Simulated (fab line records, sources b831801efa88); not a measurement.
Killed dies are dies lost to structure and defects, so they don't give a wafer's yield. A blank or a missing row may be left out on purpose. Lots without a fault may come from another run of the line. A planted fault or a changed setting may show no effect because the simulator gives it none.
Chamber matching | flow gf180mcu | GF_POLY_GATE_ETCH_13 on rie_si-01: 4 sister chambers
The step etches poly-Si in HBr/Cl2, stops on SiO2, target depth 198.5 nm, time 69.6 s. 4 wafers are shown with their chamber, then 11 later ones without.

WAFERS WITH THEIR CHAMBER
wafer  | chamber | drypump_motor_current_A (A)
L074.5 | 0       | 5.1
L085.2 | 2       | 5.5
L085.3 | 3       | 5.4
L089.1 | 1       | 6.6

WAFERS WITHOUT THEIR CHAMBER
wafer  | drypump_motor_current_A (A)
L089.4 | 5.5
L089.6 | 6.5
L090.2 | 5.1
L090.4 | 5.5
L090.5 | 5.1
L091.3 | 5.2
L091.4 | 5.4
L091.5 | 5.5
L093.1 | 5.5
L093.2 | 5.4
L093.3 | 5.2

WHICH CHAMBER EACH WENT THROUGH
wafer  | from the rows above     | in truth
L089.4 | can't be placed: 2 or 3 | 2
L089.6 | 1                       | 1
L090.2 | 0                       | 0
L090.4 | can't be placed: 2 or 3 | 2
L090.5 | 0                       | 0
L091.3 | can't be placed: 0 or 3 | 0
L091.4 | can't be placed: 3 or 2 | 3
L091.5 | can't be placed: 2 or 3 | 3
L093.1 | can't be placed: 2 or 3 | 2
L093.2 | can't be placed: 3 or 2 | 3
L093.3 | can't be placed: 0 or 3 | 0
Placed correctly: 3 of 11. Can't be placed from these rows: 8 (the true chamber is among the candidates in 8). Placed wrongly: 0.
How it was worked out, from the rows above alone: a wafer's distance from a chamber is the root of the sum, over the readings, of the square of ((its reading less the chamber's mean) divided by the reading's scatter). The wafer belongs to the nearest chamber; if the next one is less than 2 further off, it can't be placed. A chamber's mean is the mean of its shown wafers. The scatter: with one shown wafer a chamber, the root of the mean of the squares of how far each hidden wafer lies from its nearest shown one.
